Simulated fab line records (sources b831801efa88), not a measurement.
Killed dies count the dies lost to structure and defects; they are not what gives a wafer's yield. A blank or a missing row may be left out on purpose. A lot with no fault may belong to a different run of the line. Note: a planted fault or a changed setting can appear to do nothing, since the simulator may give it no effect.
fab line records	flow gf180mcu
record: lots: 24	wafers: 72	lastDay: 34
route steps=602 shown V3@447 M4@470 V4@493 M5@533 PASSIVATION@587
lots untouched by any fault: they come from a run of this same line in which no faults occurred
startH: start of the lot's first displayed wafer, in hours after the record's first day	waitH: how many hours have passed since the lot's step before this one	" identical to the entry in the row above	L1.1+2: one row covering several wafers at once	- no value, or no start given	* or withheld: withheld	< > ~ a bound
route shown NAME@n: NAME is a module with steps in the file, n the number in the route of the first one	usual: mean/standard deviation taken from wafers without a fault	same: alike in all rows	chamber/n: place in a boat	sites: per-site readings	_std_site: standard deviation across them	_edge_site: outer sites' mean less inner sites'	radiusMm: how far each site lies from the wafer's centre	mask NAME#n: copy n	behind: the most recent tool/chamber to have shaped the wafer	hold: what put the lot on hold/how long, in hours/how the hold closed	device: transistor that didn't switch, given as n, p or np	end of line: the same wafers' tests at the end of the route	a step given without rows: its recipe and nothing more	killed: dies lost to structure and defects at the first sort, not the wafer's yield	map: a wafer's dies, marking killed ones x, the rest . and places with no die _
set.NAME: the run value of the setting; set.NAME@STEP: its run value at that earlier step	model.NAME: the simulator's own value behind a step, which no gauge read
one table for each step of the route and one row for each wafer, over a sample of lots
services: from which hour (startH, from the record's first day; less than 0 if before it) a tool's chamber was out of use, for how many hours, and why
== steps ==
step: GF_V3_STRIP_18
recipe: chemistry: O2/N2	powerW: 1400	pressureMtorr: 1500	platenTempC: 250	o2FlowSccm: 3000	n2FlowSccm: 300	overashFraction: 0.5
usual: drypumpMotorCurrentA: 5.6/0.62	heaterPowerW: 344/18	oesProductAu: 0.593/0.0053
lot.wafer	tool	chamber	startH	waitH	drypumpMotorCurrentA	heaterPowerW	oesProductAu	rfHoursCounterH
L074.1	plasmaAsher-01	0	517.55	-	6.6	368	0.599	9
L074.2	"	1	"	"	5.2	367	0.594	9
L074.5	"	0	"	"	6.6	373	0.596	-
L075.1	plasmaAsher-01	0	523.22	-	6.6	373	0.592	10
L075.4	"	1	"	"	5.2	359	0.587	-
L075.6	"	1	"	"	5.2	360	0.595	-
L076.1	plasmaAsher-02	1	535.10	-	5.3	346	0.593	41
L076.3	"	0	"	"	5.4	330	0.590	-
L076.6	"	0	"	"	5.4	337	0.589	-
L077.1	plasmaAsher-01	1	543.42	-	5.2	349	0.593	12
L077.3	"	0	"	"	6.6	370	0.583	-
L077.5	"	1	"	"	5.2	357	0.593	-
L078.2	plasmaAsher-04	0	550.35	-	4.9	351	0.582	94
L078.3	"	1	"	"	6.5	311	0.601	-
L078.5	"	0	"	"	4.9	349	0.597	-
L079.1	plasmaAsher-04	0	558.95	-	4.9	366	0.579	95
L079.3	"	1	"	"	6.6	314	0.596	-
L079.6	"	1	"	"	6.5	322	0.579	-
L080.1	plasmaAsher-04	0	574.05	-	4.9	353	0.589	97
L080.2	"	1	"	"	6.6	313	0.592	97
L080.3	"	1	"	"	6.6	312	0.598	-
L081.2	plasmaAsher-01	0	586.45	-	6.6	373	0.595	16
L081.3	"	1	"	"	5.2	352	0.593	-
L081.4	"	0	"	"	6.6	367	0.591	-
L082.2	plasmaAsher-02	0	589.30	-	5.4	321	0.587	46
L082.5	"	0	"	"	5.4	326	0.598	-
L082.6	"	1	"	"	5.3	349	0.602	-
L083.1	plasmaAsher-01	1	594.80	-	5.2	358	0.597	17
L083.3	"	0	"	"	6.6	368	0.591	-
L083.4	"	1	"	"	5.2	357	0.587	-
L084.1	plasmaAsher-01	0	602.15	-	6.6	375	0.586	18
L084.2	"	1	"	"	5.3	362	0.600	18
L084.3	"	1	"	"	5.2	360	0.588	-
L085.2	plasmaAsher-02	0	606.45	-	5.4	320	0.595	48
L085.5	"	0	"	"	5.4	332	0.586	-
L085.6	"	1	"	"	5.4	346	0.597	-
L086.2	plasmaAsher-04	1	614.90	-	6.5	311	0.592	102
L086.3	"	0	"	"	4.9	353	0.588	-
L086.6	"	0	"	"	5.0	354	0.597	-
L087.1	plasmaAsher-01	1	625.90	-	5.2	358	0.589	20
L087.2	"	0	"	"	6.6	362	0.590	20
L087.3	"	1	"	"	5.2	361	0.596	-
L088.1	plasmaAsher-02	0	635.50	-	5.4	329	0.593	51
L088.4	"	1	"	"	5.3	350	0.595	-
L088.6	"	1	"	"	5.3	342	0.594	-
L089.4	plasmaAsher-02	1	639.63	-	5.3	332	0.585	-
L089.5	"	0	"	"	5.4	325	0.592	-
L089.6	"	1	"	"	5.3	348	0.602	-
L090.2	plasmaAsher-02	1	643.75	-	5.3	342	0.592	52
L090.3	"	1	"	"	5.3	343	0.594	-
L090.4	"	0	"	"	5.4	329	0.599	-
L091.1	plasmaAsher-02	0	654.45	-	5.4	322	0.592	53
L091.3	"	1	"	"	5.3	343	0.596	-
L091.4	"	0	"	"	5.4	330	0.595	-
L092.2	plasmaAsher-04	0	655.85	-	4.9	354	0.597	106
L092.5	"	0	"	"	4.9	353	0.605	-
L092.6	"	1	"	"	6.5	311	0.581	-
L093.1	plasmaAsher-04	0	665.45	-	4.9	354	0.597	107
L093.5	"	1	"	"	6.6	310	0.595	-
L093.6	"	0	"	"	4.9	348	0.598	-
L094.2	plasmaAsher-02	0	678.22	-	5.4	322	0.601	56
L094.3	"	1	"	"	5.3	341	0.587	-
L094.5	"	1	"	"	5.3	344	0.594	-
L095.1	plasmaAsher-01	0	679.00	-	6.6	367	0.592	27
L095.2	"	1	"	"	5.2	355	0.596	27
L095.6	"	0	"	"	6.6	378	0.590	-
L096.3	plasmaAsher-02	1	687.06	-	5.3	345	0.586	-
L096.4	"	0	"	"	5.4	332	0.589	-
L096.5	"	0	"	"	5.4	327	0.588	-
L097.2	plasmaAsher-02	0	692.80	-	5.4	333	0.595	58
L097.4	"	0	"	"	5.4	323	0.594	-
L097.6	"	1	"	"	5.3	346	0.599	-
step: GF_M4_CD_MEAS_14
recipe: targetCdNm: 280
usual: cdNm: 279.9/1.1
lot.wafer	tool	chamber	startH	waitH	cdNm
L074.1	cdSem-01	-	541.37	0.1	279.7
L074.2	"	-	"	"	280.8
L074.5	"	-	"	"	279.4
L075.1	cdSem-01	-	546.77	0.1	280.0
L075.4	"	-	"	"	278.1
L075.6	"	-	"	"	279.1
L076.1	cdSem-02	-	559.02	0.1	278.6
L076.3	"	-	"	"	277.5
L076.6	"	-	"	"	279.3
L077.1	cdSem-02	-	567.17	0.1	279.2
L077.3	"	-	"	"	278.4
L077.5	"	-	"	"	278.0
L078.2	cdSem-01	-	574.13	0.1	279.3
L078.3	"	-	"	"	279.7
L078.5	"	-	"	"	279.7
L079.1	cdSem-01	-	582.52	0.1	281.5
L079.3	"	-	"	"	280.9
L079.6	"	-	"	"	281.2
L080.1	cdSem-02	-	597.06	0.1	279.8
L080.2	"	-	"	"	279.8
L080.3	"	-	"	"	277.7
L081.2	cdSem-02	-	608.49	0.1	280.7
L081.3	"	-	"	"	281.5
L081.4	"	-	"	"	280.9
L082.2	cdSem-02	-	611.23	0.1	279.1
L082.5	"	-	"	"	279.8
L082.6	"	-	"	"	279.7
L083.1	cdSem-01	-	617.27	0.1	279.5
L083.3	"	-	"	"	280.5
L083.4	"	-	"	"	279.6
L084.1	cdSem-01	-	624.96	0.1	279.9
L084.2	"	-	"	"	279.8
L084.3	"	-	"	"	278.8
L085.2	cdSem-01	-	628.53	0.1	280.6
L085.5	"	-	"	"	279.0
L085.6	"	-	"	"	280.7
L086.2	cdSem-01	-	636.48	0.1	277.9
L086.3	"	-	"	"	279.2
L086.6	"	-	"	"	279.4
L087.1	cdSem-02	-	646.87	0.1	281.1
L087.2	"	-	"	"	280.6
L087.3	"	-	"	"	281.5
L088.1	cdSem-02	-	656.66	0.1	281.3
L088.4	"	-	"	"	281.1
L088.6	"	-	"	"	279.9
L089.4	cdSem-01	-	660.82	0.1	281.1
L089.5	"	-	"	"	281.1
L089.6	"	-	"	"	279.7
L090.2	cdSem-01	-	664.94	0.1	278.8
L090.3	"	-	"	"	279.0
L090.4	"	-	"	"	278.7
L091.1	cdSem-02	-	674.86	0.1	279.9
L091.3	"	-	"	"	280.5
L091.4	"	-	"	"	281.5
L092.2	cdSem-01	-	676.99	0.1	279.2
L092.5	"	-	"	"	279.2
L092.6	"	-	"	"	278.5
L093.1	cdSem-01	-	686.16	0.1	279.9
L093.5	"	-	"	"	278.7
L093.6	"	-	"	"	279.2
L094.2	cdSem-02	-	698.23	0.1	279.5
L094.3	"	-	"	"	280.6
L094.5	"	-	"	"	280.0
L095.1	cdSem-01	-	700.07	0.1	278.7
L095.2	"	-	"	"	280.5
L095.6	"	-	"	"	280.3
L096.3	cdSem-01	-	707.15	0.1	281.5
L096.4	"	-	"	"	282.0
L096.5	"	-	"	"	281.3
L097.2	cdSem-01	-	712.04	0.1	280.3
L097.4	"	-	"	"	281.3
L097.6	"	-	"	"	280.3
step: GF_V4_ETCH_17
recipe: chemistry: C4F8/O2/Ar	maskMaterial: KrF	target: SiO2	stopOn: TiN	sourceW: 1500	biasW: 1200	pressureMtorr: 40	c4f8FlowSccm: withheld	O2_flow_sccm: 6	Ar_flow_sccm: 300	timeS: withheld	targetDepthA: 6300
usual: oesProductAu: 0.855/0.0047	rfFwdPowerW: 1492/4.8
lot.wafer	tool	chamber	startH	waitH	oesProductAu	rfFwdPowerW
L074.1	rieDiel-03	0	-	-	0.855	1492
L074.2	"	3	"	"	0.867	1489
L074.5	"	2	"	"	0.856	1493
L075.1	rieDiel-02	2	-	-	0.853	1492
L075.4	"	0	"	"	0.853	1491
L075.6	"	3	"	"	0.857	1492
L076.1	rieDiel-04	3	-	-	0.848	1490
L076.3	"	0	"	"	0.854	1493
L076.6	"	3	"	"	0.849	1488
L077.1	rieDiel-02	0	-	-	0.853	1488
L077.3	"	1	"	"	0.850	1495
L077.5	"	1	"	"	0.855	1490
L078.2	rieDiel-04	0	-	-	0.859	1481
L078.3	"	2	"	"	0.864	1494
L078.5	"	0	"	"	0.853	1486
L079.1	rieDiel-03	3	-	-	0.847	1496
L079.3	"	2	"	"	0.858	1491
L079.6	"	2	"	"	0.861	1487
L080.1	rieDiel-02	2	-	-	0.853	1483
L080.2	"	0	"	"	0.853	1490
L080.3	"	1	"	"	0.861	1499
L081.2	rieDiel-03	1	-	-	0.850	1489
L081.3	"	0	"	"	0.853	1485
L081.4	"	3	"	"	0.843	1490
L082.2	rieDiel-03	1	-	-	0.858	1504
L082.5	"	3	"	"	0.844	1489
L082.6	"	1	"	"	0.849	1499
L083.1	rieDiel-02	0	-	-	0.852	1500
L083.3	"	3	"	"	0.852	1497
L083.4	"	1	"	"	0.856	1501
L084.1	rieDiel-02	1	-	-	0.853	1505
L084.2	"	3	"	"	0.862	1495
L084.3	"	2	"	"	0.865	1491
L085.2	rieDiel-03	3	-	-	0.853	1489
L085.5	"	0	"	"	0.848	1497
L085.6	"	3	"	"	0.855	1493
L086.2	rieDiel-04	1	-	-	0.846	1493
L086.3	"	2	"	"	0.862	1484
L086.6	"	1	"	"	0.855	1485
L087.1	rieDiel-04	3	-	-	0.861	1491
L087.2	"	0	"	"	0.851	1489
L087.3	"	1	"	"	0.857	1491
L088.1	rieDiel-02	3	-	-	0.853	1495
L088.4	"	0	"	"	0.854	1493
L088.6	"	3	"	"	0.849	1491
L089.4	rieDiel-03	3	-	-	0.847	1495
L089.5	"	2	"	"	0.860	1488
L089.6	"	3	"	"	0.857	1494
L090.2	rieDiel-04	0	-	-	0.852	1494
L090.3	"	1	"	"	0.859	1489
L090.4	"	2	"	"	0.850	1503
L091.1	rieDiel-02	2	-	-	0.866	1489
L091.3	"	1	"	"	0.854	1492
L091.4	"	2	"	"	0.855	1495
L092.2	rieDiel-02	0	-	-	0.858	1490
L092.5	"	2	"	"	0.852	1483
L092.6	"	1	"	"	0.852	1497
L093.1	rieDiel-04	2	-	-	0.852	1492
L093.5	"	3	"	"	0.852	1487
L093.6	"	0	"	"	0.853	1497
L094.2	rieDiel-03	3	-	-	0.860	1491
L094.3	"	1	"	"	0.858	1492
L094.5	"	3	"	"	0.864	1490
L095.1	rieDiel-02	2	-	-	0.858	1484
L095.2	"	0	"	"	0.858	1487
L095.6	"	1	"	"	0.859	1495
L096.3	rieDiel-03	2	-	-	0.854	1492
L096.4	"	3	"	"	0.851	1490
L096.5	"	1	"	"	0.853	1491
L097.2	rieDiel-03	3	-	-	0.852	1486
L097.4	"	2	"	"	0.856	1492
L097.6	"	3	"	"	0.861	1489
step: GF_M5_CD_MEAS_07
recipe: targetCdNm: 280
usual: cdNm: 279.9/1.1
lot.wafer	tool	chamber	startH	waitH	cdNm
L074.1	cdSem-01	-	609.84	0.1	279.6
L074.2	"	-	"	"	281.6
L074.5	"	-	"	"	279.1
L075.1	cdSem-02	-	615.59	0.1	278.7
L075.4	"	-	"	"	278.4
L075.6	"	-	"	"	277.8
L076.1	cdSem-01	-	627.02	0.1	280.2
L076.3	"	-	"	"	280.0
L076.6	"	-	"	"	279.8
L077.1	cdSem-01	-	634.19	0.1	280.2
L077.3	"	-	"	"	280.9
L077.5	"	-	"	"	281.4
L078.2	cdSem-01	-	642.08	0.1	280.7
L078.3	"	-	"	"	280.5
L078.5	"	-	"	"	280.7
L079.1	cdSem-02	-	647.22	0.1	280.3
L079.3	"	-	"	"	281.0
L079.6	"	-	"	"	279.1
L080.1	cdSem-01	-	662.66	0.1	280.1
L080.2	"	-	"	"	280.7
L080.3	"	-	"	"	281.4
L081.2	cdSem-02	-	672.86	0.1	280.9
L081.3	"	-	"	"	281.3
L081.4	"	-	"	"	281.4
L082.2	cdSem-01	-	674.53	0.1	280.5
L082.5	"	-	"	"	281.0
L082.6	"	-	"	"	281.0
L083.1	cdSem-02	-	680.76	0.1	278.9
L083.3	"	-	"	"	278.9
L083.4	"	-	"	"	278.3
L084.1	cdSem-02	-	690.51	0.1	278.7
L084.2	"	-	"	"	278.6
L084.3	"	-	"	"	278.7
L085.2	cdSem-01	-	691.56	0.1	279.8
L085.5	"	-	"	"	280.5
L085.6	"	-	"	"	279.5
L086.2	cdSem-01	-	696.93	0.1	282.0
L086.3	"	-	"	"	280.2
L086.6	"	-	"	"	282.2
L087.1	cdSem-02	-	707.99	0.1	279.3
L087.2	"	-	"	"	280.1
L087.3	"	-	"	"	279.3
L088.1	cdSem-01	-	716.66	0.1	279.7
L088.4	"	-	"	"	278.4
L088.6	"	-	"	"	279.3
L089.4	cdSem-02	-	720.80	0.1	281.2
L089.5	"	-	"	"	279.8
L089.6	"	-	"	"	280.4
L090.2	cdSem-01	-	723.73	0.1	280.6
L090.3	"	-	"	"	280.5
L090.4	"	-	"	"	281.5
L091.1	cdSem-01	-	734.71	0.1	279.7
L091.3	"	-	"	"	280.4
L091.4	"	-	"	"	279.5
L092.2	cdSem-02	-	735.68	0.1	279.2
L092.5	"	-	"	"	278.5
L092.6	"	-	"	"	277.4
L093.1	cdSem-01	-	743.81	0.1	279.9
L093.5	"	-	"	"	281.0
L093.6	"	-	"	"	280.4
L094.2	cdSem-02	-	754.71	0.1	281.5
L094.3	"	-	"	"	280.8
L094.5	"	-	"	"	281.3
L095.1	cdSem-01	-	756.06	0.1	279.3
L095.2	"	-	"	"	281.1
L095.6	"	-	"	"	278.7
L096.3	cdSem-02	-	763.28	0.1	277.7
L096.4	"	-	"	"	278.7
L096.5	"	-	"	"	278.5
L097.2	cdSem-01	-	767.46	0.1	279.4
L097.4	"	-	"	"	278.9
L097.6	"	-	"	"	280.6
step: GF_PASSIVATION_CVD_00
recipe: material: SiO2	targetThkNm: 1000	precursor: TEOS	tempC: 400	timeS: 111.95	rfW: 600
usual: heaterPowerW: 634/96	rfFwdPowerW: 595.8/2.1
lot.wafer	tool	chamber	startH	waitH	heaterPowerW	rfFwdPowerW
L074.1	pecvd-04	1	654.67	0.0	595	595.1
L074.2	"	0	"	"	585	595.1
L074.5	"	2	"	"	553	596.2
L075.1	pecvd-01	0	659.94	0.0	770	595.7
L075.4	"	0	"	"	618	597.5
L075.6	"	2	"	"	841	599.7
L076.1	pecvd-01	2	670.95	0.0	757	594.0
L076.3	"	0	"	"	744	601.2
L076.6	"	1	"	"	637	595.4
L077.1	pecvd-01	1	676.62	0.0	542	591.7
L077.3	"	2	"	"	832	595.5
L077.5	"	0	"	"	717	600.9
L078.2	pecvd-01	1	685.22	0.0	599	593.8
L078.3	"	2	"	"	833	597.3
L078.5	"	0	"	"	724	598.9
L079.1	pecvd-03	2	689.20	0.0	660	596.8
L079.3	"	0	"	"	625	598.4
L079.6	"	0	"	"	671	593.6
L080.1	pecvd-01	1	704.30	0.0	652	593.4
L080.2	"	2	"	"	850	594.3
L080.3	"	0	"	"	738	595.8
L081.2	pecvd-03	1	713.99	0.0	570	592.5
L081.3	"	2	"	"	715	593.3
L081.4	"	0	"	"	698	596.8
L082.2	pecvd-01	2	715.84	0.0	809	594.2
L082.5	"	2	"	"	858	597.0
L082.6	"	1	"	"	552	599.6
L083.1	pecvd-03	1	721.27	0.0	559	594.3
L083.3	"	2	"	"	641	595.9
L083.4	"	1	"	"	450	595.8
L084.1	pecvd-03	0	730.85	0.0	709	598.5
L084.2	"	2	"	"	605	596.3
L084.3	"	1	"	"	588	597.5
L085.2	pecvd-04	0	732.04	0.0	560	597.0
L085.5	"	0	"	"	603	594.2
L085.6	"	2	"	"	474	600.4
L086.2	pecvd-03	0	736.75	0.0	641	600.3
L086.3	"	1	"	"	459	594.9
L086.6	"	1	"	"	514	597.0
L087.1	pecvd-04	2	747.73	0.0	572	597.7
L087.2	"	1	"	"	588	599.0
L087.3	"	0	"	"	525	597.5
L088.1	pecvd-04	0	756.17	0.0	608	594.1
L088.4	"	1	"	"	503	593.7
L088.6	"	2	"	"	474	598.7
L089.4	pecvd-04	0	759.34	0.0	489	595.7
L089.5	"	1	"	"	610	594.5
L089.6	"	2	"	"	553	594.9
L090.2	pecvd-01	1	761.75	0.0	680	595.4
L090.3	"	0	"	"	752	597.2
L090.4	"	1	"	"	550	594.3
L091.1	pecvd-01	1	771.63	0.0	612	591.6
L091.3	"	0	"	"	775	598.6
L091.4	"	0	"	"	619	597.2
L092.2	pecvd-04	1	772.28	0.0	572	597.2
L092.5	"	0	"	"	567	591.7
L092.6	"	1	"	"	500	599.8
L093.1	pecvd-03	2	780.45	0.0	716	595.3
L093.5	"	1	"	"	536	595.9
L093.6	"	2	"	"	590	592.9
L094.2	pecvd-01	0	790.47	0.0	759	595.1
L094.3	"	1	"	"	688	594.5
L094.5	"	1	"	"	541	595.2
L095.1	pecvd-03	2	791.08	0.0	703	595.4
L095.2	"	1	"	"	565	594.1
L095.6	"	0	"	"	562	599.2
L096.3	pecvd-03	2	799.00	0.0	646	593.2
L096.4	"	1	"	"	583	594.8
L096.5	"	0	"	"	668	595.8
L097.2	pecvd-04	1	802.21	0.0	553	597.4
L097.4	"	0	"	"	491	593.1
L097.6	"	2	"	"	601	598.9
step: GF_PASSIVATION_BOW_MEAS_14
recipe: mode: bow
usual: PASSIVATION_BOW: 131/13
lot.wafer	tool	chamber	startH	waitH	PASSIVATION_BOW[um]
L074.1	filmMetro-01	-	676.01	0.0	123
L074.2	"	-	"	"	119
L074.5	"	-	"	"	138
L075.1	filmMetro-03	-	680.93	0.0	151
L075.4	"	-	"	"	147
L075.6	"	-	"	"	152
L076.1	filmMetro-04	-	692.46	0.0	118
L076.3	"	-	"	"	133
L076.6	"	-	"	"	125
L077.1	filmMetro-04	-	697.86	0.0	112
L077.3	"	-	"	"	121
L077.5	"	-	"	"	116
L078.2	filmMetro-01	-	706.58	0.0	119
L078.3	"	-	"	"	112
L078.5	"	-	"	"	112
L079.1	filmMetro-01	-	710.23	0.0	140
L079.3	"	-	"	"	135
L079.6	"	-	"	"	138
L080.1	filmMetro-01	-	723.73	0.0	131
L080.2	"	-	"	"	127
L080.3	"	-	"	"	129
L081.2	filmMetro-03	-	734.50	0.0	137
L081.3	"	-	"	"	142
L081.4	"	-	"	"	147
L082.2	filmMetro-03	-	736.25	0.0	128
L082.5	"	-	"	"	125
L082.6	"	-	"	"	126
L083.1	filmMetro-03	-	740.59	0.0	131
L083.3	"	-	"	"	151
L083.4	"	-	"	"	153
L084.1	filmMetro-03	-	749.98	0.0	134
L084.2	"	-	"	"	120
L084.3	"	-	"	"	134
L085.2	filmMetro-03	-	751.98	0.0	127
L085.5	"	-	"	"	135
L085.6	"	-	"	"	134
L086.2	filmMetro-03	-	755.81	0.0	117
L086.3	"	-	"	"	114
L086.6	"	-	"	"	111
L087.1	filmMetro-03	-	766.29	0.0	152
L087.2	"	-	"	"	147
L087.3	"	-	"	"	158
L088.1	filmMetro-01	-	774.19	0.0	116
L088.4	"	-	"	"	118
L088.6	"	-	"	"	113
L089.4	filmMetro-03	-	777.87	0.1	127
L089.5	"	-	"	"	116
L089.6	"	-	"	"	123
L090.2	filmMetro-03	-	779.86	0.0	121
L090.3	"	-	"	"	141
L090.4	"	-	"	"	133
L091.1	filmMetro-01	-	789.69	0.0	116
L091.3	"	-	"	"	134
L091.4	"	-	"	"	128
L092.2	filmMetro-04	-	790.55	0.0	137
L092.5	"	-	"	"	130
L092.6	"	-	"	"	147
L093.1	filmMetro-03	-	798.03	0.0	135
L093.5	"	-	"	"	138
L093.6	"	-	"	"	143
L094.2	filmMetro-01	-	807.67	0.0	126
L094.3	"	-	"	"	139
L094.5	"	-	"	"	142
L095.1	filmMetro-01	-	808.08	0.0	140
L095.2	"	-	"	"	130
L095.6	"	-	"	"	132
L096.3	filmMetro-04	-	816.05	0.1	129
L096.4	"	-	"	"	141
L096.5	"	-	"	"	125
L097.2	filmMetro-03	-	819.07	0.0	148
L097.4	"	-	"	"	155
L097.6	"	-	"	"	143
== services ==
tool	chamber	startH	hours	kind
plasmaAsher-02	-	498.59	35.6	repair
rieDiel-02	2	528.06	4.2	repair
rieDiel-03	1	533.43	15.2	repair
pecvd-03	2	547.93	14.5	repair
pecvd-01	1	553.86	14.0	repair
pecvd-04	1	557.55	7.1	repair
pecvd-03	1	580.53	27.3	repair
plasmaAsher-01	-	587.68	0.8	repair
pecvd-03	-	591.12	14.0	pm
rieDiel-02	-	593.52	0.2	repair
rieDiel-03	3	622.06	2.5	repair
pecvd-03	2	628.51	4.3	repair
pecvd-03	-	629.19	2.8	pm
pecvd-04	-	652.51	1.0	repair
rieDiel-03	3	664.05	10.5	repair
rieDiel-02	-	685.61	0.9	repair
rieDiel-02	3	693.35	10.0	repair
rieDiel-03	-	706.61	0.3	repair
rieDiel-02	2	733.09	7.5	repair
plasmaAsher-02	-	758.47	0.4	repair
plasmaAsher-01	-	764.45	13.4	repair
rieDiel-02	-	776.45	2.5	repair
plasmaAsher-02	-	783.58	2.8	pm
pecvd-01	-	799.46	14.0	pm
== key ==
fault none
